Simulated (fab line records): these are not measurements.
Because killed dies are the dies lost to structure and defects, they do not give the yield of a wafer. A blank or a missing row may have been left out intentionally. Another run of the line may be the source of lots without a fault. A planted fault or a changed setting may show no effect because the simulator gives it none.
Chamber matching | flow sky130 | rieDiel-02 running SKY_VIA2_ETCH_15: 4 sister chambers
The step etches SiO2 in C4F8/O2/Ar, stops on TiN, target depth 546 nm, time 84 s. 18 wafers are shown with their chamber, then 9 later ones without.

WAFERS, EACH WITH ITS CHAMBER
wafer  | chamber | oesProductAu (a.u.)
L076.1 | 3       | 0.938
L076.2 | 2       | 0.944
L076.3 | 1       | 0.938
L078.1 | 1       | 0.941
L078.2 | 2       | 0.938
L078.6 | 1       | 0.938
L085.2 | 2       | 0.943
L085.4 | 3       | 0.940
L085.6 | 2       | 0.933
L086.1 | 1       | 0.952
L086.2 | 3       | 0.935
L086.3 | 0       | 0.933
L086.4 | 2       | 0.933
L086.5 | 2       | 0.946
L086.6 | 1       | 0.938
L095.1 | 0       | 0.929
L095.2 | 3       | 0.937
L095.3 | 1       | 0.935

SIGNATURES (means of the wafers above)
reading      | chamber 0 | chamber 1 | chamber 2 | chamber 3 | scatter within a chamber
oesProductAu | 0.93100   | 0.94033   | 0.93950   | 0.93750   | 0.0051
Rule: a wafer's distance from a chamber is the root of the sum, over the readings, of the square of ((its reading less the chamber's mean) divided by the reading's scatter). If the next closest chamber is less than 2 further off than the closest, the wafer can't be placed; otherwise it belongs to the closest. The scatter: take each reading less its chamber's mean, square it, sum over the shown wafers, divide by the number of wafers less the number of chambers, and take the root.

WAFERS WITHOUT THEIR CHAMBER
wafer  | oesProductAu (a.u.)
L095.4 | 0.935
L095.5 | 0.935
L095.6 | 0.945
L094.3 | 0.936
L094.4 | 0.939
L094.5 | 0.944
L096.1 | 0.938
L096.3 | 0.941
L096.4 | 0.938

WHICH CHAMBER EACH WENT THROUGH
wafer  | from the rows above               | in truth
L095.4 | can't be placed: 3 or 0 or 2 or 1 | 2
L095.5 | can't be placed: 3 or 0 or 2 or 1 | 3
L095.6 | can't be placed: 1 or 2 or 3 or 0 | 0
L094.3 | can't be placed: 3 or 2 or 1 or 0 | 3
L094.4 | can't be placed: 2 or 1 or 3 or 0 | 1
L094.5 | can't be placed: 1 or 2 or 3 or 0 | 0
L096.1 | can't be placed: 3 or 2 or 1 or 0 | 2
L096.3 | can't be placed: 1 or 2 or 3 or 0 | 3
L096.4 | can't be placed: 3 or 2 or 1 or 0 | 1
Correct placement for 0 of the 9. Can't be placed from these rows: 9 (the true chamber is among the candidates in 9). Number placed wrongly: 0.
